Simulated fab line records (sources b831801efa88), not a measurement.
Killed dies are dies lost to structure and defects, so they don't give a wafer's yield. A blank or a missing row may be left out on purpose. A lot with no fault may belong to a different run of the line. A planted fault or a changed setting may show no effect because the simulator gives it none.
Which tool was responsible? || flow sky130 || Sampling: 11 lots, 33 wafers, 4 of 708 route steps

WHAT THE GAUGES SHOWED, per wafer
SKY_RES_XHIGH_TW_MEAS_09.
{"lot": "L264", "measured": "day 27 10:17", "on": "film metro-04", "RES_XHIGH_TW": "1638 1640 1648"}
{"lot": "L265", "measured": "day 27 15:00", "on": "film metro-01", "RES_XHIGH_TW": "1637 1653 1645"}
{"lot": "L271", "measured": "day 29 11:13", "on": "film metro-04", "RES_XHIGH_TW": "1637 1638 1647"}
{"lot": "L280", "measured": "day 32 14:29", "on": "film metro-02", "RES_XHIGH_TW": "1687 1685 1679"}
{"lot": "L282", "measured": "day 33 06:47", "on": "film metro-04", "RES_XHIGH_TW": "1644 1647 1643"}
{"lot": "L284", "measured": "day 33 18:28", "on": "film metro-02", "RES_XHIGH_TW": "1670 1671 1670"}
{"lot": "L285", "measured": "day 33 23:27", "on": "film metro-01", "RES_XHIGH_TW": "1669 1664 1668"}
{"lot": "L286", "measured": "day 34 06:17", "on": "film metro-02", "RES_XHIGH_TW": "1681 1679 1673"}

EACH LOT AND THE TOOL THAT RAN IT (in order: tool; ch and the chambers of the sampled wafers; start)
{"lot": "L264", "SKY_POLY_CUT_ETCH_10": "rie diel-02 ch 0,1,2, day 24 23:27", "SKY_POLY_CUT_ETCH_11": "rie diel-02 ch 0,1,2, day 24 23:29", "SKY_POLY_CUT_STRIP_12": "plasma asher-02 ch 0,1, day 24 23:34"}
{"lot": "L265", "SKY_POLY_CUT_ETCH_10": "rie diel-01 ch 0,1,3, day 25 04:07", "SKY_POLY_CUT_ETCH_11": "rie diel-01 ch 0,1,3, day 25 04:09", "SKY_POLY_CUT_STRIP_12": "plasma asher-02 ch 0,1, day 25 04:11"}
{"lot": "L266", "SKY_POLY_CUT_ETCH_10": "rie diel-04 ch 0,2, day 25 11:01", "SKY_POLY_CUT_ETCH_11": "rie diel-04 ch 0,2, day 25 11:03", "SKY_POLY_CUT_STRIP_12": "plasma asher-03 ch 0,1, day 25 11:05"}
{"lot": "L267", "SKY_POLY_CUT_ETCH_10": "rie diel-04 ch 0,1,3, day 25 18:18", "SKY_POLY_CUT_ETCH_11": "rie diel-04 ch 0,1,3, day 25 18:20", "SKY_POLY_CUT_STRIP_12": "plasma asher-01 ch 1, day 25 18:23"}
{"lot": "L268", "SKY_POLY_CUT_ETCH_10": "rie diel-02 ch 0,2,3, day 26 03:46", "SKY_POLY_CUT_ETCH_11": "rie diel-02 ch 0,2,3, day 26 03:48", "SKY_POLY_CUT_STRIP_12": "plasma asher-03 ch 0,1, day 26 03:50"}
{"lot": "L271", "SKY_POLY_CUT_ETCH_10": "rie diel-04 ch 1,2,3, day 27 01:46", "SKY_POLY_CUT_ETCH_11": "rie diel-04 ch 1,2,3, day 27 01:48", "SKY_POLY_CUT_STRIP_12": "plasma asher-03 ch 0,1, day 27 01:50"}
{"lot": "L280", "SKY_POLY_CUT_ETCH_10": "rie diel-04 ch 0,2,3, day 30 07:01", "SKY_POLY_CUT_ETCH_11": "rie diel-04 ch 0,2,3, day 30 07:03", "SKY_POLY_CUT_STRIP_12": "plasma asher-03 ch 0,1, day 30 07:05"}
{"lot": "L282", "SKY_POLY_CUT_ETCH_10": "rie diel-01 ch 0,2, day 31 01:11", "SKY_POLY_CUT_ETCH_11": "rie diel-01 ch 0,2, day 31 01:13", "SKY_POLY_CUT_STRIP_12": "plasma asher-03 ch 0,1, day 31 01:17"}
{"lot": "L284", "SKY_POLY_CUT_ETCH_10": "rie diel-04 ch 2,3, day 31 12:27", "SKY_POLY_CUT_ETCH_11": "rie diel-04 ch 2,3, day 31 12:29", "SKY_POLY_CUT_STRIP_12": "plasma asher-03 ch 0,1, day 31 12:32"}
{"lot": "L285", "SKY_POLY_CUT_ETCH_10": "rie diel-04 ch 1,2, day 31 16:47", "SKY_POLY_CUT_ETCH_11": "rie diel-04 ch 1,2, day 31 16:49", "SKY_POLY_CUT_STRIP_12": "plasma asher-02 ch 0,1, day 31 16:52"}
{"lot": "L286", "SKY_POLY_CUT_ETCH_10": "rie diel-02 ch 1,2, day 32 00:24", "SKY_POLY_CUT_ETCH_11": "rie diel-02 ch 1,2, day 32 00:26", "SKY_POLY_CUT_STRIP_12": "plasma asher-01 ch 0,1, day 32 00:31"}
- SKY_POLY_CUT_ETCH_10: etches BARC in N2/H2, stops on SiO2, time 45.9 s, target depth 60 nm.
- SKY_POLY_CUT_ETCH_11: etches Si3N4 in CF4/CH2F2/Ar, stops on poly-Si, time 42.5 s, target depth 60 nm.
- SKY_POLY_CUT_STRIP_12: strips in O2/N2.

THE ANSWER, worked out from the rows above alone
Rule: usual is defined by the lots themselves. Put in order of their means at a reading, lots are off if they are a third of the lots or fewer, leave a main group of 4 or more, and stand apart from it by a gap of 3 or more times the standard deviation of the main group's means; of several such gaps the widest counts. A main group is skipped when, at the precision printed for the reading in the tables above, its means are all equal. A lot without any number at a reading at which 4 lots or more have one is off too. All remaining lots with rows at the step are treated as sound.
Nothing can be told from this: no lot is off at any reading shown.

WHAT THE SIMULATOR HAD PUT IN
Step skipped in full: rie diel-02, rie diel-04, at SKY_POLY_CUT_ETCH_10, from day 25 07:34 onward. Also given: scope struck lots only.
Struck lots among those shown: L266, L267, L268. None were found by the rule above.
